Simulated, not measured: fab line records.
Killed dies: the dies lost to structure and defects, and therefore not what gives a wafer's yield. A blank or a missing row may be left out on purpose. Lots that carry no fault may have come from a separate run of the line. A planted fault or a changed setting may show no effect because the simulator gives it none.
Which of the tools did it? ; flow sky130 ; 7 lots with 21 wafers sampled at 4 steps, on a route of 708 steps

WHAT THE GAUGES SHOWED, per wafer
SKY_NWELL_TW_MEAS_26.
lot;measured;on;NWELL_2_TW
L735;day 5 14:38;film metro-02;503 500 500
L737;day 6 03:20;film metro-02;499 497 495
L745;day 8 04:53;film metro-02;30 30 30
L749;day 9 06:43;film metro-01;502 501 501
L752;day 9 23:43;film metro-01;496 500 499
L754;day 10 15:38;film metro-03;508 510 510
L756;day 11 04:07;film metro-02;495 496 496

WHICH TOOL RAN EACH LOT (tool, then ch and the chambers of the sampled wafers, then the start)
lot;SKY_DNWELL_STRIP_08;SKY_NWELL_STRIP_14;SKY_NWELL_STRIP_25
L735;plasma asher-04 ch 0,1, day 3 11:45;plasma asher-01 ch 0,1, day 4 21:26;plasma asher-03 ch 0,1, day 5 14:32
L737;plasma asher-04 ch 0,1, day 3 22:40;plasma asher-02 ch 0,1, day 5 09:17;plasma asher-03 ch 0,1, day 6 03:14
L745;plasma asher-04 ch 0,1, day 5 19:22;plasma asher-03 ch 0,1, day 7 08:17;plasma asher-01 ch 0,1, day 8 04:47
L749;plasma asher-04 ch 0,1, day 6 17:11;plasma asher-03 ch 0,1, day 8 09:35;plasma asher-01 ch 0,1, day 9 06:37
L752;plasma asher-02 ch 0,1, day 7 07:35;plasma asher-02 ch 0, day 9 00:59;plasma asher-01 ch 0,1, day 9 23:37
L754;plasma asher-04 ch 0,1, day 7 19:56;plasma asher-02 ch 0,1, day 9 16:47;plasma asher-03 ch 0,1, day 10 15:32
L756;plasma asher-04 ch 1, day 8 08:28;plasma asher-03 ch 0,1, day 10 04:20;plasma asher-01 ch 0,1, day 11 04:01
- SKY_DNWELL_STRIP_08: strips in O2/N2.
- SKY_NWELL_STRIP_14: strips in O2/N2.
- SKY_NWELL_STRIP_25: strips in O2/N2.

THE ANSWER, worked out from the rows above alone
Rule: usual is defined by the lots themselves. Put in order of their means at a reading, lots are off if they are a third of the lots or fewer, leave a main group of 4 or more, and stand apart from it by a gap of 3 or more times the standard deviation of the main group's means; of several such gaps the widest counts. A main group is skipped when, at the precision printed for the reading in the tables above, its means are all equal. A lot without any number at a reading at which 4 lots or more have one is off too. The other lots that the step has rows for count as sound.
Off: L745, at SKY_NWELL_TW_MEAS_26 (NWELL_2_TW). For the main group the mean is 500 and the standard deviation 4.5.
If a tool, at a process step before that reading, ran all the lots that are off and no sound lot after the first of them, it fits. The gauges at SKY_NWELL_TW_MEAS_26 are tried like those tools. None of those tried fits.

WHAT THE SIMULATOR HAD PUT IN
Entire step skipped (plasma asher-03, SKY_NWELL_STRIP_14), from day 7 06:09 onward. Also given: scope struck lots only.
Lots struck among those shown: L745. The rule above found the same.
